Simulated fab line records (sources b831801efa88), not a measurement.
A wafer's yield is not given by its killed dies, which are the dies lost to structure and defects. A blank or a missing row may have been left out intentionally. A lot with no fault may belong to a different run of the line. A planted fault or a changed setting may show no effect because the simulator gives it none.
Problem report in the 8D (eight disciplines) form, filled by code + flow sfq-line + the parts of the form that need people (team, actions taken, sign-off) are left out

== 1. THE PROBLEM ==
Mean of platen-temp-c at SFQ_TRILAYER_M5_STRIP_STRIP_127: 40.79 C across 6 wafers in 2 lots; on wafers with no fault it is 40.02 C (standard deviation 0.12). That puts it +6.4 standard deviations away from the usual mean.
The step: strips in O2.
First observed at day 64 11:40: wafer L327.1, on rie-metal-03. The record holds 42 wafers of 14 lots with a number at this step. Rule for "out", or "out of limits": more than 4 standard deviations from the usual mean. The other wafers with a number count as sound.

== 2. WHAT THIS IS AND IS NOT ==
| question                    | is                     | is not                                                                 |
|-----------------------------|------------------------|------------------------------------------------------------------------|
| which readings at this step | platen-temp-c          | drypump-motor-current-A, oes-product-au                                |
| which lots                  | L327, L328             | L310, L311, L312, L313, L314, L315, L316, L317, L318, L319, L320, L322 |
| which wafers of those lots  | all that have a number | -                                                                      |
| read on which tools         | rie-metal-03           | rie-metal-01, rie-metal-04                                             |
| when                        | from day 64 11:40      | up to then (36 sound wafers)                                           |

== 3. THE SUSPECTS, EACH WITH WHAT RULES IT OUT ==
Counting: a tool at any process step up to the reading remains a suspect when it ran all the lots that are out and ran no sound lot after the first of those.
- pecvd-02 at SFQ_TRILAYER_I4_DEP_PECVD_099 (deposits SiO2 from SiH4/N2O, time 111.11 s, target thk 500 nm): kept. All lots that are out passed through it, beginning with L327 at day 55 02:38, and no sound lot followed; its final sound lot before that point was L316 at day 42 15:13.
- rie-metal-03 at SFQ_TRILAYER_M5_STRIP_STRIP_127 (strips in O2): kept. All lots that are out passed through it, beginning with L327 at day 64 11:40, and no sound lot followed; its final sound lot before that point was L322 at day 62 01:13. Out on those wafers are its own readings of platen-temp-c.
What counting leaves: pecvd-02 at SFQ_TRILAYER_I4_DEP_PECVD_099 and rie-metal-03 at SFQ_TRILAYER_M5_STRIP_STRIP_127.

== 4. THE CAUSE (what the simulator had put in) ==
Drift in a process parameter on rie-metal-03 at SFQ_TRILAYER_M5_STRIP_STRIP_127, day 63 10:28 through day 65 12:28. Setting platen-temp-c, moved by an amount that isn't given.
This tool is one of the 2 suspects left after counting.

== 5. THE EFFECT CHAIN, in route order ==
Each row: a reading where the mean over the struck wafers with a number is more than 3 standard deviations away from the usual. Scope: only readings with a usual standard deviation given in the record; hours: median across lots of the time from each lot's start at the first step in this table that gives one to its start at this step; sigmas: change in usual standard deviations.
| hours | step                            | reading       | usual   | on struck wafers | change | sigmas |
|-------|---------------------------------|---------------|---------|------------------|--------|--------|
| 0     | SFQ_TRILAYER_M5_STRIP_STRIP_127 | platen-temp-c | 40.02 C | 40.79            | +0.77  | +6.4   |
Process steps it contains:
- SFQ_TRILAYER_M5_STRIP_STRIP_127: strips in O2.

== 6. WHAT WOULD HAVE CAUGHT IT SOONER ==
First out-of-limits reading in this record: day 64 11:40, which is 25 hours after fault onset at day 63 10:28.
